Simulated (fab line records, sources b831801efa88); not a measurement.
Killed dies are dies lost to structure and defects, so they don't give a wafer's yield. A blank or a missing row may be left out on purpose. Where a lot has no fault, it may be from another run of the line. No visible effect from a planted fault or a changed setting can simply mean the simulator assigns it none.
A lot that was struck, set against a sound lot	flow gf180mcu	14 out of 602 route steps
Sound: wafers L668.1, L668.5, L668.6. Wafers struck: L673.2, L673.4, L673.5. Last of all comes the cause.
Each step with rows lists, per side, the tool, then ch with its chambers, then its first start. Under that, the readings that differ: sound wafers	struck wafers	difference of the means	sigmas: that difference in standard deviations of wafers without a fault.
alike: words and numbers the same on both sides, and readings whose means are apart by under 2 such deviations; not compared: readings that were withheld, readings missing a value for some wafer, numbers with overlapping values and no deviation given by the record, and bounds like >300 which may hide the same value.
A row with sigmas, a row that says differs or no value, or rows on one side alone: a step with any of these is where the two part. When numbers do not overlap yet have no deviation, they are printed without sigmas and do not part them. Lack of a reading on every wafer of one side parts them only where that side has two or more wafers.

GF_V1_OVL_MEAS_15:
  struck on overlay-02, day 23 06:49; sound on overlay-01, day 21 04:40
  alike: V1_OVL
then, 1 step without rows for these wafers: GF_V1_ETCH_16 (etches BARC in N2/H2).
GF_V1_ETCH_17: etches SiO2 in C4F8/O2/Ar, stops on TiN, target depth 630 nm.
  sound: rieDiel-03 ch 0,3; struck: rieDiel-04 ch 0,1,3
  alike: oesProductAu
then, 3 steps without rows for these wafers: GF_V1_STRIP_18 (strips in O2/N2); GF_V1_STRIP_19 (strips in post etch residue remover, time 1200 s); GF_V1_CLEAN_20 (cleans in DIW).
GF_V1_SPUTTER_21: material Ti, target thk 15 nm, time 80.02 s.
  struck on pvdSputter-01, day 23 07:33; sound on pvdSputter-04, day 21 05:22
  alike: cathodeDcPowerW, chamberPressurePa, throttleValvePct
then, 1 step without rows for these wafers: GF_V1_SPUTTER_22 (material TiN, target thk 10 nm, time 40 s).
GF_V1_CVD_23: deposits W, target thk 350 nm, time 105.05 s.
  sound on cvdW-01 ch 0,1, day 21 05:28; struck on cvdW-02 ch 0,1, day 23 07:39
  alike: chamberPressureTorr, heaterPowerOuterW, heaterPowerW
GF_V1_RS_MEAS_24: the measuring method here is four-point-probe.
  struck on filmMetro-01, day 23 07:47; sound on filmMetro-04, day 21 05:35
  alike: V1_W_RS
GF_V1_THK_MEAS_25: measures by xrf.
  struck on filmMetro-01, day 23 07:53; sound on filmMetro-04, day 21 05:42
  alike: V1_W_THK
GF_V1_CMP_26: polishes, stops on SiO2, t overpolish 15 s, target thk 0 nm.
  sound on cmp-02 ch 0,1,2, day 21 05:55; struck on cmp-02 ch 1,2, day 23 07:56
  alike: motorCurrentA, overpolishRunS, slurryFilterDpKPa, timeToEndpointS
GF_M2_SPUTTER_00: material Ti, target thk 37.5 nm, time 150 s.
  struck on pvdSputter-03, day 23 08:14; sound on pvdSputter-01, day 21 06:04
  no value came back on the struck wafers for cathodeDcPowerW (W), chamberPressurePa (Pa), throttleValvePct (%); on the sound wafers cathodeDcPowerW (W) reads 4001.0 3999.8 3999.2
GF_M2_SPUTTER_01: material TiN, target thk 30 nm, time 25 s.
  struck on pvdSputter-03, day 23 08:20; sound on pvdSputter-01, day 21 06:10
  alike: cathodeDcPowerW, chamberPressurePa, throttleValvePct

WHERE THEY PART
Only at GF_M2_SPUTTER_00, as far as this record shows. Later steps at which nothing parts them and some readings are alike: GF_M2_SPUTTER_01.

WHY: what had been put in by the simulator
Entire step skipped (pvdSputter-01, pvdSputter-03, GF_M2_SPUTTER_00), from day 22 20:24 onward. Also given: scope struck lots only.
